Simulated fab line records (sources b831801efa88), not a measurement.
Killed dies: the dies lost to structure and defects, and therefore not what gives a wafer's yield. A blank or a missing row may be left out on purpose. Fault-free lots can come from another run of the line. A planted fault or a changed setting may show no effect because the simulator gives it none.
fab line records	flow sky130
record lots=5	wafers=15	last_day=49
route steps=708 shown RES_PROTECT@212 POLY_GATE@213 LDD_N@237 PAD_OPEN@708
lots that met no fault: from a run of the same line without faults
start_h: hours from the record's opening day to when the first of the lot's shown wafers began	wait_h: hours since the lot's step before	" repeats the value in the row above	L1.1+2: several wafers, shown together as one row	- no value, or no start given	* or withheld: withheld	< > ~ a bound
route shown NAME@n: a module of which the file shows steps, and the number in the route of the first	usual: mean and standard deviation over wafers with no fault	same: alike in all rows	chamber/n: place in a boat	sites: readings site by site	_std_site: the values' standard deviation	_edge_site: outer sites' mean less inner sites'	radius_mm: how far each site lies from the wafer's centre	mask NAME#n: copy n	behind: the tool/chamber that last shaped the wafer	hold: cause of the lot's hold/its duration in hours/its outcome	device: names the non-switching transistor (n, p or np)	end of line: the tests these same wafers got at the end of their route	a step without rows: its recipe alone	killed: at the first sort, the dies lost to defects and structure; wafer yield is something else	map: dies across one wafer; x = killed, . = not, _ = none there
set.NAME: the run value of the setting; set.NAME@STEP: its run value at that earlier step	model.NAME: the simulator's own value behind a step, which no gauge read
a table for each step, a row for each wafer; lots at some steps of the route
services: the hour from which a tool's chamber was out of use, counted from the record's first day as start_h (under 0 if before that day), plus the number of hours and why
## steps
# step SKY_RES_PROTECT_DEVELOP_06
# recipe resist=NOVOLAK	developer=TMAH	develop_time_s=60	dev_temp_c=23
# step SKY_POLY_GATE_IMPLANT_02
# recipe species=P	energy_kev=30	dose_cm2=7.7e+15	tilt_deg=0
# step SKY_RES_PROTECT_STRIP_07
# recipe chemistry=O2/N2	power_w=1400	pressure_mtorr=1500	platen_temp_c=withheld	o2_flow_sccm=3000	n2_flow_sccm=300	overash_fraction=0.5
# usual drypump_motor_current_A=5.8/0.37	oes_product_au=0.518/0.0044	strip_time_to_endpoint_s=23.31/0.045
lot.wafer	tool	chamber	start_h	wait_h	drypump_motor_current_A	oes_product_au	rf_hours_counter_h	strip_time_to_endpoint_s
L905.2	plasma_asher-03	0	349.88	0.1	6.2	0.514	23	23.25
L905.3	"	1	"	"	5.3	0.509	-	23.26
L905.4	"	0	"	"	6.2	0.516	-	23.25
L911.2	plasma_asher-01	0	398.77	0.1	6.3	0.515	71	23.34
L911.3	"	0	"	"	6.3	0.519	-	23.30
L911.4	"	1	"	"	6.1	0.516	-	23.34
L920.2	plasma_asher-03	0	479.08	0.1	6.2	0.518	37	23.33
L920.3	"	1	"	"	5.3	0.518	-	23.34
L920.4	"	0	"	"	6.2	0.518	-	23.36
L922.1	plasma_asher-04	1	493.63	0.1	5.7	0.516	6	23.32
L922.2	"	0	"	"	5.4	0.513	6	23.34
L922.4	"	1	"	"	5.8	0.520	-	23.38
L924.3	plasma_asher-03	1	509.12	0.1	5.3	0.519	-	23.34
L924.5	"	0	"	"	6.2	0.518	-	23.33
L924.6	"	1	"	"	5.4	0.519	-	23.31
# step SKY_RES_PROTECT_TW_MEAS_08
# usual POLY_GATE_TW=4033/41
lot.wafer	tool	chamber	start_h	wait_h	POLY_GATE_TW
L905.2	film_metro-04	-	349.99	0.1	4073
L905.3	"	-	"	"	4078
L905.4	"	-	"	"	4074
L911.2	film_metro-02	-	398.88	0.1	3990
L911.3	"	-	"	"	4021
L911.4	"	-	"	"	3960
L920.2	film_metro-02	-	479.19	0.1	3988
L920.3	"	-	"	"	4018
L920.4	"	-	"	"	4004
L922.1	film_metro-04	-	493.73	0.1	4048
L922.2	"	-	"	"	4057
L922.4	"	-	"	"	4051
L924.3	film_metro-04	-	509.20	0.1	4042
L924.5	"	-	"	"	4034
L924.6	"	-	"	"	4050
# step SKY_RES_PROTECT_CLEAN_09
# recipe chemistry=SC1/SC2	mix=1:4:20	temp_c=70	time_s=150	dry=n2_spin
# step SKY_POLY_GATE_CVD_03
# recipe material=Si3N4	precursor=DCS/NH3	target_thk_nm=75	temp_c=770	time_s=1290	pressure_mtorr=250
# step SKY_POLY_GATE_THK_MEAS_04
# recipe reads=Si3N4_of_POLY_GATE_CVD_03
# usual POLY_GATE_CVD_03_THK=75.1/0.54
lot.wafer	tool	chamber	start_h	wait_h	POLY_GATE_CVD_03_THK[nm]
L905.2	film_metro-02	-	352.05	0.0	75.9
L905.3	"	-	"	"	75.6
L905.4	"	-	"	"	76.1
L911.2	film_metro-03	-	400.35	0.0	74.2
L911.3	"	-	"	"	73.7
L911.4	"	-	"	"	74.2
L920.2	film_metro-02	-	480.66	0.0	75.7
L920.3	"	-	"	"	76.3
L920.4	"	-	"	"	75.8
L922.1	film_metro-02	-	495.21	0.0	75.6
L922.2	"	-	"	"	75.6
L922.4	"	-	"	"	75.8
L924.3	film_metro-04	-	510.67	0.0	74.8
L924.5	"	-	"	"	75.4
L924.6	"	-	"	"	75.4
# step SKY_POLY_GATE_DEHYDRATE_05
# recipe temp_c=200	time_s=60
# step SKY_POLY_GATE_HMDS_06
# recipe prime_time_s=60	prime_temp_c=120
# step SKY_POLY_GATE_COAT_07
# recipe resist=BARC	temp_c=withheld	time_s=withheld	spin_rpm=3000	resist_thk_nm=110
# step SKY_POLY_GATE_COAT_08
# recipe resist=KrF-thick	spin_rpm=3000	resist_thk_nm=450
# step SKY_POLY_GATE_SOFTBAKE_09
# recipe temp_c=100	time_s=87.7	resist=KrF-thick
# step SKY_POLY_GATE_EXPOSE_10
# recipe mask_id=P1M	na=0.68	source_shape=conventional	sigma_outer=0.6	target_cd_nm=150	dose_mj=28
lot.wafer	tool	chamber	start_h	wait_h	mask
L905.2+3+4	krf_scanner-01	0	366.52	-	P1M#0
L911.2+3+4	krf_scanner-02	0	414.45	-	P1M_R1#0
L920.2+3+4	krf_scanner-02	0	497.07	-	P1M#0
L922.1+2+4	krf_scanner-02	0	510.43	-	P1M#0
L924.3+5+6	krf_scanner-02	0	526.92	-	P1M#0
# step SKY_POLY_GATE_PEB_11
# recipe peb_temp_c=withheld	peb_time_s=withheld	resist=KrF-thick
# step SKY_POLY_GATE_DEVELOP_12
# recipe develop_time_s=60	resist=KrF-thick	dev_temp_c=21
# step SKY_POLY_GATE_CD_MEAS_13
# recipe target_cd_nm=150
# usual cd_nm=150.0/1.6
lot.wafer	tool	chamber	start_h	wait_h	cd_nm
L905.2	cd_sem-01	-	380.05	-	147.4
L905.3	"	-	"	"	147.1
L905.4	"	-	"	"	147.2
L911.2	cd_sem-02	-	429.80	-	174.7
L911.3	"	-	"	"	176.0
L911.4	"	-	"	"	174.6
L920.2	cd_sem-02	-	511.75	-	151.9
L920.3	"	-	"	"	151.7
L920.4	"	-	"	"	150.3
L922.1	cd_sem-02	-	526.08	-	147.6
L922.2	"	-	"	"	148.6
L922.4	"	-	"	"	148.0
L924.3	cd_sem-01	-	541.27	-	149.8
L924.5	"	-	"	"	148.8
L924.6	"	-	"	"	150.3
# step SKY_POLY_GATE_OVL_MEAS_14
# usual POLY_GATE_OVL=-2/5.5
lot.wafer	tool	chamber	start_h	wait_h	POLY_GATE_OVL[nm]
L905.2	overlay-02	-	380.16	0.1	-9
L905.3	"	-	"	"	-9
L905.4	"	-	"	"	-7
L911.2	overlay-01	-	429.90	0.1	-2
L911.3	"	-	"	"	-4
L911.4	"	-	"	"	-3
L920.2	overlay-02	-	511.85	0.1	4
L920.3	"	-	"	"	1
L920.4	"	-	"	"	3
L922.1	overlay-01	-	526.20	0.1	-3
L922.2	"	-	"	"	1
L922.4	"	-	"	"	-14
L924.3	overlay-01	-	541.36	0.1	0
L924.5	"	-	"	"	-2
L924.6	"	-	"	"	-3
# step SKY_POLY_GATE_ETCH_15
# recipe chemistry=N2/H2	target=BARC	ion_energy_ev=200	source_w=500	bias_w=100	pressure_mtorr=30	n2_flow_sccm=100	h2_flow_sccm=200	stop_on=SiO2	time_s=118.5	target_depth_a=1100
# usual drypump_motor_current_A=6.0/0.5	oes_product_au=0.716/0.0048	throttle_valve_pct=13.213/0.0092
lot.wafer	tool	chamber	start_h	wait_h	drypump_motor_current_A	oes_product_au	rf_hours_counter_h	throttle_valve_pct	model.POLY_GATE.cd_nm
L905.2	rie_diel-02	3	380.19	0.0	5.2	0.710	76	13.201	147.4
L905.3	"	0	"	"	5.9	0.715	114	13.213	145.8
L905.4	"	2	"	"	6.2	0.712	51	13.210	146.7
L911.2	rie_diel-01	1	429.93	0.0	6.7	0.710	26	13.216	172.9
L911.3	"	3	"	"	5.2	0.718	6	13.224	173.5
L911.4	"	0	"	"	5.8	0.713	3	13.213	174.9
L920.2	rie_diel-01	1	511.88	0.0	6.7	0.716	27	13.191	151
L920.3	"	2	"	"	6.1	0.717	26	13.225	150.5
L920.4	"	3	"	"	5.2	0.708	7	13.214	149.2
L922.1	rie_diel-01	2	526.23	0.0	6.1	0.725	26	13.230	148.2
L922.2	"	3	"	"	5.2	0.706	8	13.211	146.8
L922.4	"	0	"	"	5.8	0.715	5	13.219	148
L924.3	rie_diel-03	3	541.38	0.0	6.5	0.721	21	13.198	150.2
L924.5	"	3	"	"	6.5	0.715	-	13.227	150.6
L924.6	"	2	"	"	5.8	0.714	-	13.204	150.8
# step SKY_POLY_GATE_ETCH_16
# recipe stop_on=poly-Si	chemistry=CH3F/O2	target=Si3N4	source_w=400	bias_w=80	pressure_mtorr=25	ch3f_flow_sccm=40	O2_flow_sccm=30	time_s=147.5	target_depth_a=750
# usual drypump_motor_current_A=6.0/0.5	oes_product_au=0.641/0.0048	throttle_valve_pct=10.535/0.0085
lot.wafer	tool	chamber	start_h	wait_h	drypump_motor_current_A	oes_product_au	rf_hours_counter_h	throttle_valve_pct
L905.2	rie_diel-02	3	380.27	0.0	5.2	0.646	76	10.533
L905.3	"	0	"	"	5.8	0.647	114	10.537
L905.4	"	2	"	"	6.2	0.645	51	10.529
L911.2	rie_diel-01	1	430.01	0.0	6.7	0.632	26	10.535
L911.3	"	3	"	"	5.2	0.639	6	10.510
L911.4	"	0	"	"	5.8	0.633	3	10.514
L920.2	rie_diel-01	1	511.96	0.0	6.7	0.632	27	10.532
L920.3	"	2	"	"	6.1	0.645	26	10.530
L920.4	"	3	"	"	5.2	0.638	8	10.541
L922.1	rie_diel-01	2	526.32	0.0	6.1	0.633	26	10.536
L922.2	"	3	"	"	5.2	0.644	8	10.534
L922.4	"	0	"	"	5.8	0.643	5	10.522
L924.3	rie_diel-03	3	541.46	0.0	6.5	0.638	21	10.528
L924.5	"	3	"	"	6.5	0.635	-	10.535
L924.6	"	2	"	"	5.8	0.645	-	10.524
# step SKY_POLY_GATE_ETCH_17
# recipe target_depth_nm=180	stop_on=SiO2	over_etch_frac=0.56667	chemistry=HBr/Cl2	target=poly-Si	icp_w=400	bias_w=100	pressure_mtorr=10	HBr_flow_sccm=150	Cl2_flow_sccm=50	time_s=70.5
# usual HBr_flow_sccm=150.0/0.45	drypump_motor_current_A=5.4/0.48	oes_product_au=0.985/0.0076	throttle_valve_pct=33.685/0.0094
lot.wafer	tool	chamber	start_h	wait_h	HBr_flow_sccm	drypump_motor_current_A	oes_product_au	rf_hours_counter_h	throttle_valve_pct	model.POLY_GATE.cd_nm
L905.2	rie_si-02	0	380.37	0.0	149.6	5.1	0.985	4	33.680	146.5
L905.3	"	3	"	"	150.3	4.8	0.993	45	33.683	145.7
L905.4	"	1	"	"	150.9	5.5	0.985	5	33.681	147.2
L911.2	rie_si-02	2	430.11	0.0	150.0	4.8	0.980	1	33.673	171.7
L911.3	"	3	"	"	150.0	4.8	0.983	46	33.686	173.4
L911.4	"	0	"	"	150.4	5.0	0.981	5	33.682	174.7
L920.2	rie_si-01	2	512.06	0.0	149.6	6.0	0.981	1	33.683	151.5
L920.3	"	0	"	"	150.1	5.1	0.994	5	33.677	150
L920.4	"	0	"	"	149.8	5.2	0.993	-	33.693	148.6
L922.1	rie_si-01	0	526.42	0.0	150.3	5.2	0.993	5	33.670	146.6
L922.2	"	1	"	"	150.4	5.8	0.989	0	33.692	146.5
L922.4	"	3	"	"	149.9	6.1	0.981	5	33.668	146.8
L924.3	rie_si-01	0	541.56	0.0	149.8	5.2	0.982	5	33.679	149.8
L924.5	"	2	"	"	149.3	6.0	0.981	-	33.684	151.6
L924.6	"	1	"	"	150.6	5.8	0.979	-	33.669	151.4
# step SKY_POLY_GATE_STRIP_18
# recipe chemistry=O2/N2	power_w=1400	pressure_mtorr=1500	platen_temp_c=withheld	o2_flow_sccm=3000	n2_flow_sccm=300	overash_fraction=0.5
# usual drypump_motor_current_A=5.5/0.49	oes_product_au=0.361/0.0048	strip_time_to_endpoint_s=3.170/0.024
lot.wafer	tool	chamber	start_h	wait_h	drypump_motor_current_A	oes_product_au	rf_hours_counter_h	strip_time_to_endpoint_s
L905.2	plasma_asher-02	0	380.43	0.0	5.5	0.358	55	3.170
L905.3	"	1	"	"	4.7	0.363	-	3.190
L905.4	"	0	"	"	5.5	0.363	-	3.163
L911.2	plasma_asher-02	1	430.17	0.0	4.8	0.351	59	3.188
L911.3	"	0	"	"	5.5	0.366	-	3.178
L911.4	"	1	"	"	4.8	0.357	-	3.183
L920.2	plasma_asher-01	1	512.12	0.0	6.2	0.367	82	3.207
L920.3	"	1	"	"	6.1	0.361	-	3.175
L920.4	"	0	"	"	6.3	0.355	-	3.151
L922.1	plasma_asher-02	0	526.47	0.0	5.5	0.361	68	3.165
L922.2	"	1	"	"	4.7	0.359	68	3.177
L922.4	"	1	"	"	4.8	0.364	-	3.183
L924.3	plasma_asher-02	0	541.65	0.1	5.4	0.356	-	3.206
L924.5	"	1	"	"	4.7	0.356	-	3.199
L924.6	"	0	"	"	5.5	0.355	-	3.200
# step SKY_POLY_GATE_CLEAN_19
# recipe chemistry=SC1/SC2	mix=1:4:20	temp_c=70	time_s=150	dry=n2_spin
# step SKY_POLY_GATE_OXIDATION_20
# recipe temp_c=850	ambient=O2	stabilise_s=600	purge_s=300	target_thk_a=40	ox_time_s=899
# step SKY_POLY_GATE_THK_MEAS_21
# recipe reads=SiO2_of_POLY_GATE_OXIDATION_20
# usual POLY_GATE_OXIDATION_THK=4.00/0.076
lot.wafer	tool	chamber	start_h	wait_h	POLY_GATE_OXIDATION_THK[nm]
L905.2	film_metro-02	-	386.59	0.0	3.98
L905.3	"	-	"	"	3.95
L905.4	"	-	"	"	3.87
L911.2	film_metro-04	-	432.71	0.0	3.98
L911.3	"	-	"	"	3.94
L911.4	"	-	"	"	3.99
L920.2	film_metro-03	-	513.53	0.0	3.97
L920.3	"	-	"	"	3.99
L920.4	"	-	"	"	3.99
L922.1	film_metro-03	-	527.87	0.0	4.13
L922.2	"	-	"	"	4.09
L922.4	"	-	"	"	4.11
L924.3	film_metro-02	-	543.04	0.0	4.03
L924.5	"	-	"	"	3.96
L924.6	"	-	"	"	4.01
# step SKY_POLY_GATE_CD_MEAS_22
# usual cd_nm=149.9/2
lot.wafer	tool	chamber	start_h	wait_h	cd_nm
L905.2	cd_sem-01	-	386.66	0.1	146.6
L905.3	"	-	"	"	146.0
L905.4	"	-	"	"	147.4
L911.2	cd_sem-01	-	432.79	0.1	171.6
L911.3	"	-	"	"	173.4
L911.4	"	-	"	"	174.9
L920.2	cd_sem-01	-	513.61	0.1	151.3
L920.3	"	-	"	"	150.2
L920.4	"	-	"	"	148.7
L922.1	cd_sem-02	-	527.93	0.1	146.2
L922.2	"	-	"	"	146.6
L922.4	"	-	"	"	146.9
L924.3	cd_sem-02	-	543.14	0.1	149.9
L924.5	"	-	"	"	151.4
L924.6	"	-	"	"	151.3
# step SKY_LDD_N_DEHYDRATE_00
# recipe temp_c=200	time_s=60
# step SKY_PAD_OPEN_PROBE_99
# usual defect_limited_yield=82.9/1.8	killed_at_M0_to_M3=42/7.2	killed_at_M4_up=3.2/1.8	killed_at_contacts=24/5.4	killed_at_front_end=15/4	killed_at_other=0.3/0.59	killed_dies=84/9	killed_open=46/7.1	killed_short=38/6	sort_bin_3_pad_short=0.8/0.41	sort_bin_5_function=10.1/1.3	sort_bin_6_memory=6.3/1.2	sort_n_pass=408/9	sort_yield_pct=82.9/1.8
# same gross_dies=492	killed_at_back_side=0	sort_bin_4_leakage[%]=0	sort_bin_8_speed[%]=0
lot.wafer	tool	chamber	start_h	wait_h	defect_limited_yield[%]	killed_at_M0_to_M3	killed_at_M4_up	killed_at_contacts	killed_at_front_end	killed_at_other	killed_dies	killed_open	killed_short	sort_bin_3_pad_short[%]	sort_bin_5_function[%]	sort_bin_6_memory[%]	sort_n_pass	sort_yield_pct[%]
L905.2	prober-01	-	1087.50	0.1	82.3	47	2	22	15	1	87	44	42	1.0	11.0	5.7	405	82.3
L905.3	prober-01	-	1087.55	0.2	82.1	31	3	33	21	0	88	55	33	1.0	10.8	6.1	404	82.1
L905.4	prober-01	-	1087.60	0.2	84.8	38	5	18	14	0	75	33	42	2.0	7.7	5.5	417	84.8
L920.2	prober-02	-	1171.18	0.1	84.3	39	2	21	14	1	77	37	38	0.8	9.6	5.3	415	84.3
L920.3	prober-02	-	1171.23	0.2	85.0	32	3	25	14	0	74	39	34	1.0	8.9	5.1	418	85.0
L920.4	prober-02	-	1171.28	0.2	83.3	47	4	18	13	0	82	42	40	1.2	9.3	6.1	410	83.3
# killed by level:class
L905.2 VIA1:geometric_particle:open=12 CONTACT:geometric_particle:open=10 VIA2:geometric_particle:open=6 FIELD_ISO:geometric_particle:open=5 LOCAL_INTERCONNECT:geometric_particle:short=5 METAL2:geometric_particle:short=5 METAL3:geometric_particle:short=5 VIA3:geometric_particle:short=5
L905.3 CONTACT:geometric_particle:open=14 POLY_GATE:geometric_particle:open=8 LI_CONTACT:geometric_particle:open=8 VIA1:geometric_particle:open=7 VIA3:geometric_particle:open=6 POLY_GATE:geometric_particle:short=5 LI_CONTACT:geometric_particle:short=4 FIELD_ISO:geometric_particle:short=3
L905.4 VIA1:geometric_particle:open=8 CONTACT:geometric_particle:short=6 CONTACT:geometric_particle:open=6 VIA1:geometric_particle:short=5 METAL4:geometric_particle:short=5 FIELD_ISO:geometric_particle:short=4 POLY_GATE:geometric_particle:open=4 LI_CONTACT:geometric_particle:short=4
L920.2 VIA1:geometric_particle:open=8 CONTACT:geometric_particle:open=8 METAL2:geometric_particle:short=8 CONTACT:geometric_particle:short=6 METAL1:geometric_particle:short=6 VIA2:geometric_particle:open=6 VIA3:geometric_particle:open=5 FIELD_ISO:geometric_particle:short=4
L920.3 CONTACT:geometric_particle:open=10 VIA3:geometric_particle:open=8 LI_CONTACT:geometric_particle:open=7 VIA1:geometric_particle:open=7 FIELD_ISO:geometric_particle:short=5 VIA2:geometric_particle:short=5 METAL2:geometric_particle:short=5 FIELD_ISO:geometric_particle:open=4
L920.4 VIA1:geometric_particle:open=13 LI_CONTACT:geometric_particle:open=6 METAL2:geometric_particle:short=5 VIA3:geometric_particle:open=5 METAL1:geometric_particle:short=5 METAL3:geometric_particle:short=5 VIA2:geometric_particle:open=4 CONTACT:geometric_particle:open=4
## services
tool	chamber	start_h	hours	kind
rie_si-02	1	335.92	3.9	repair
rie_diel-01	-	340.77	0.2	repair
rie_diel-02	2	344.10	4.8	repair
rie_si-02	-	348.65	14.6	pm
rie_diel-01	2	364.20	3.0	repair
rie_diel-02	-	370.45	0.7	repair
plasma_asher-01	-	372.48	0.7	repair
rie_si-01	-	376.22	14.6	pm
rie_diel-03	3	384.66	26.9	repair
krf_scanner-02	-	387.03	1.0	pm
rie_si-01	-	390.82	4.3	pm
rie_diel-03	0	390.85	1.3	repair
plasma_asher-02	-	410.71	7.8	repair
plasma_asher-02	-	436.89	1.4	repair
krf_scanner-02	-	440.07	0.8	pm
plasma_asher-02	-	442.14	8.7	repair
krf_scanner-02	-	445.37	0.7	repair
plasma_asher-02	-	453.70	1.1	repair
rie_diel-02	3	463.61	45.6	repair
krf_scanner-02	-	463.82	1.3	pm
rie_diel-01	-	464.14	0.2	repair
krf_scanner-02	-	465.12	3.6	pm
krf_scanner-02	-	474.82	0.2	repair
rie_diel-02	1	500.95	7.3	repair
## key
first_sign step=SKY_POLY_GATE_EXPOSE_10	reading=mask	direction=changed
effect step=SKY_POLY_GATE_CD_MEAS_13	reading=cd_nm	direction=up	sigmas=15	usual=150.0	struck=175.1
effect step=SKY_POLY_GATE_CD_MEAS_22	reading=cd_nm	direction=up	sigmas=12	usual=149.9	struck=173.3
model_effect step=SKY_POLY_GATE_ETCH_15	value=POLY_GATE.cd_nm	without=151.8	struck=173.8
model_effect step=SKY_POLY_GATE_ETCH_17	value=POLY_GATE.cd_nm	without=151.3	struck=173.3
met_at SKY_POLY_GATE_EXPOSE_10
struck_wafers L911.2,L911.3,L911.4
rows_end L911.2,L911.3,L911.4
fault kind=wrong_mask	tool=any	chamber=-	onset_h=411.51	steps=SKY_POLY_GATE_EXPOSE_10	aux_copy=P1M_R1#0	cd_offset_nm=22	scope=struck_lots_only
# rows_end: these wafers met a further fault down the route, and their rows from its step on are left out
